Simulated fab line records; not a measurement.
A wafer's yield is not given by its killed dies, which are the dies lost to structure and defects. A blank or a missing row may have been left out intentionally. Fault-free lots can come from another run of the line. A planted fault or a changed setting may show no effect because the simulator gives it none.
One fault through the eyes of 2 desks -- flow gf180mcu -- numbers are kept per desk, each desk with only its own; the story behind them comes last

THE METROLOGY DESK
Means of the sampled wafers that have a number, per lot and without regard to the tool the lot ran on: this is what the gauges read. If a lot's mean is further than 4 standard deviations from the usual mean, the lot is out of limits and carries the mark OUT (the distance appears in the brackets).
Columns: A = STI_OXIDATION_02_THK at GF_STI_THK_MEAS_30, usual 9.95 nm; B = PSD_TW at GF_PSD_TW_MEAS_11, usual 3202
lot,first seen here,A,B
L211,day 2 05:59,9.85,3196
L212,day 2 11:14,10.05,3160
L213,day 2 17:14,10.17,3203
L214,day 2 22:25,10.14,3220
L215,day 3 02:09,9.82,3202
L216,day 3 07:16,9.70,3215
L218,day 3 18:11,9.86,3197
L219,day 4 02:16,10.41,3208
L221,day 4 18:11,10.15,3202
L223,day 4 23:21,9.94,3224
L227,day 5 20:37,7.89 (-11) OUT,3198
L229,day 6 07:04,7.77 (-11) OUT,3197
This desk's finding: out of limits on L227, L229; first on L227, day 5 20:37 (STI_OXIDATION_02_THK at GF_STI_THK_MEAS_30). In limits: L211, L212, L213, L214, L215, L216, L218, L219, L221, L223.

THE TOOL OWNER'S DESK: furnace-01
The tool's own readings at GF_STI_OXIDATION_29 (stabilise 600 s, purge 300 s, target thk 10 nm): means of the sampled wafers that have a number, for each lot that ran on this tool. If a lot's mean is further than 4 standard deviations from the usual mean, the lot is out of limits and carries the mark OUT (the distance appears in the brackets). It has 8 readings, of which 7 appear: the earliest out of limits, and the ones furthest out on some lot.
Columns: A = spike_tc_bottom_C at GF_STI_OXIDATION_29, usual 917.5 C; B = spike_tc_centre_C at GF_STI_OXIDATION_29, usual 900.3 C; C = spike_tc_lower_C at GF_STI_OXIDATION_29, usual 901.3 C; D = spike_tc_top_C at GF_STI_OXIDATION_29, usual 911.0 C; E = spike_tc_upper_C at GF_STI_OXIDATION_29, usual 901.0 C; F = tube_center_temp_C at GF_STI_OXIDATION_29, usual 899.99 C; G = tube_center_temp_C_max at GF_STI_OXIDATION_29, usual 902.3
lot,first seen here,A,B,C,D,E,F,G
L211,day 2 04:35,916.5,899.9,901.4,911.6,901.6,899.99,901.9
L212,day 2 09:49,916.6,900.6,900.4,911.9,900.6,899.97,901.9
L213,day 2 15:50,917.1,900.2,899.5,910.2,900.6,899.95,902.3
L215,day 3 00:45,916.9,900.2,901.5,911.6,901.0,900.00,901.9
L218,day 3 16:46,916.9,899.1,900.7,911.5,900.8,899.95,902.5
L219,day 4 00:53,916.7,900.5,900.0,910.0,900.3,899.99,902.3
L221,day 4 16:47,917.7,899.9,901.0,910.6,901.1,899.93,902.0
L227,day 5 19:14,894.9 (-11) OUT,879.6 (-21) OUT,880.1 (-18) OUT,890.4 (-19) OUT,879.9 (-21) OUT,878.54 (-99 or more) OUT,881.6 (-45) OUT
L229,day 6 05:40,894.3 (-11) OUT,878.4 (-22) OUT,879.3 (-18) OUT,890.3 (-19) OUT,879.9 (-21) OUT,878.49 (-99 or more) OUT,880.5 (-47) OUT
This desk's finding: out of limits on L227, L229; first on L227, day 5 19:14 (spike_tc_bottom_C at GF_STI_OXIDATION_29). In limits: L211, L212, L213, L215, L218, L219, L221.

ALL TOGETHER
At day 5 19:14, on L227, L229, the tool owner's desk was in a position to raise an alarm.
At day 5 20:37 the metrology desk could have sounded an alarm, on L227, L229.
The lots listed all ran GF_STI_OXIDATION_29 on furnace-01.

WHAT THE SIMULATOR PUT IN
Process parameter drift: furnace-01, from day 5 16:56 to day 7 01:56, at GF_STI_OXIDATION_29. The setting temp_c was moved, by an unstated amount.
Shown lots that were struck: L227, L229.
Fault start to first reading out of limits, in hours, per desk: tool owner, 2; metrology, 4.
